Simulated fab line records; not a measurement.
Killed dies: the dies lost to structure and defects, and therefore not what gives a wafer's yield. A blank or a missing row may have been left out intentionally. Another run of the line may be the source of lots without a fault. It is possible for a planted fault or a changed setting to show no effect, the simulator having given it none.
Matching of chambers -- flow sky130 -- SKY_PASSIVATION_CVD_00 on pecvd-04: 3 sister chambers
The step deposits SiO2, target thk 90 nm. 3 wafers are shown with their chamber, then 9 later ones without.

WAFERS PAIRED WITH THEIR CHAMBERS
wafer,chamber,heater power w (W)
L087.3,1,595
L088.4,0,653
L088.5,2,505

WAFERS MISSING THEIR CHAMBER
wafer,heater power w (W)
L090.2,572
L090.3,656
L090.6,583
L096.1,498
L096.2,620
L096.5,509
L097.2,645
L097.4,633
L097.6,659

THE CHAMBER EACH PASSED THROUGH
wafer,from the rows above,in truth
L090.2,1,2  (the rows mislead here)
L090.3,0,0
L090.6,1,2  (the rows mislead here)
L096.1,2,2
L096.2,can't be placed: 1 or 0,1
L096.5,2,2
L097.2,0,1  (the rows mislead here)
L097.4,can't be placed: 0 or 1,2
L097.6,0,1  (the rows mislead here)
Placed correctly: 3 of 9. These rows do not allow placing 2 (true chamber among the candidates in 1). Wrongly placed: 4.
How it was worked out, from the rows above alone: a wafer's distance from a chamber is the root of the sum, over the readings, of the square of ((its reading less the chamber's mean) divided by the reading's scatter). The wafer belongs to the nearest chamber; if the next one is less than 2 further off, it can't be placed. A chamber's mean is the mean of its shown wafers. The scatter (one wafer shown for each chamber): square how far every hidden wafer sits from the nearest shown wafer, average those squares and take the square root.
